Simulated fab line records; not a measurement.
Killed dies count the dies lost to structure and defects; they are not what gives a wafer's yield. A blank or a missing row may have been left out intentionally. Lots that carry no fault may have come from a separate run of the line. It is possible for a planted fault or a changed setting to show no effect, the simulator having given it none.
Chamber matching + flow gf180mcu + cmp-01 running GF_V2_CMP_04: 4 sister chambers
The step polishes SiO2. 18 wafers are shown with their chamber, then 9 later ones without.

WAFERS WITH THEIR CHAMBER
| wafer  | chamber | motor current A (A) | time to endpoint s (s) | retaining ring pressure frac |
|--------|---------|---------------------|------------------------|------------------------------|
| L375.3 | 2       | 12.1                | 75                     | 0.999                        |
| L375.4 | 0       | 13.4                | 83                     | 0.993                        |
| L375.5 | 1       | 11.5                | 79                     | 1.000                        |
| L378.1 | 3       | 11.2                | 70                     | 0.999                        |
| L378.3 | 1       | 11.2                | 69                     | 0.997                        |
| L378.6 | 0       | 13.3                | 78                     | 0.995                        |
| L377.1 | 3       | 11.1                | 67                     | 1.003                        |
| L377.4 | 1       | 11.8                | 73                     | 1.000                        |
| L377.6 | 0       | 14.0                | 84                     | 1.001                        |
| L382.2 | 2       | 12.4                | 76                     | 1.006                        |
| L382.3 | 3       | 10.8                | 81                     | 1.002                        |
| L382.6 | 2       | 12.7                | 74                     | 1.001                        |
| L385.1 | 1       | 11.8                | 76                     | 0.996                        |
| L385.3 | 3       | 11.3                | 78                     | 0.995                        |
| L385.6 | 0       | 14.3                | 82                     | 0.988                        |
| L388.1 | 1       | 11.6                | 65                     | 1.005                        |
| L388.2 | 0       | 14.2                | 76                     | 0.997                        |
| L388.6 | 2       | 12.3                | 77                     | 0.996                        |

SIGNATURES (averages over the wafers above)
| reading                      | chamber 0 | chamber 1 | chamber 2 | chamber 3 | scatter within a chamber |
|------------------------------|-----------|-----------|-----------|-----------|--------------------------|
| motor current A              | 13.840    | 11.580    | 12.375    | 11.100    | 0.319                    |
| time to endpoint s           | 80.60     | 72.40     | 75.50     | 74.00     | 4.67                     |
| retaining ring pressure frac | 0.99480   | 0.99960   | 1.00050   | 0.99975   | 0.00409                  |
Rule: distance of a wafer from a chamber = root of the sum over the readings of ((wafer's reading minus chamber's mean) / reading's scatter) squared. If the next closest chamber is less than 2 further off than the closest, the wafer can't be placed; otherwise it belongs to the closest. The scatter: the root of (the sum of the squares of (reading less its chamber's mean) over the shown wafers, divided by (wafers less chambers)).

WAFERS WHOSE CHAMBER IS MISSING
| wafer  | motor current A (A) | time to endpoint s (s) | retaining ring pressure frac |
|--------|---------------------|------------------------|------------------------------|
| L389.1 | 11.2                | 74                     | 1.000                        |
| L389.2 | 13.9                | 75                     | 1.004                        |
| L389.6 | 13.2                | 84                     | 0.999                        |
| L390.1 | 13.8                | 77                     | 0.991                        |
| L390.3 | 11.3                | 73                     | 1.002                        |
| L390.5 | 11.8                | 79                     | 0.998                        |
| L391.2 | 11.3                | 72                     | 0.999                        |
| L391.3 | 11.8                | 70                     | 1.008                        |
| L391.6 | 10.6                | 80                     | 0.993                        |

EACH ONE'S CHAMBER
| wafer  | from the rows above          | in truth |
|--------|------------------------------|----------|
| L389.1 | can't be placed: 3 or 1      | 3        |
| L389.2 | 0                            | 0        |
| L389.6 | can't be placed: 0 or 2      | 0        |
| L390.1 | 0                            | 0        |
| L390.3 | can't be placed: 3 or 1      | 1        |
| L390.5 | can't be placed: 1 or 2 or 3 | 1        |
| L391.2 | can't be placed: 3 or 1      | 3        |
| L391.3 | can't be placed: 1 or 2 or 3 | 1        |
| L391.6 | can't be placed: 3 or 1      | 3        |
Placed correctly: 2 of 9. From these rows, 7 cannot be placed; in 7 the true chamber is one of the candidates. Placed wrongly: 0.
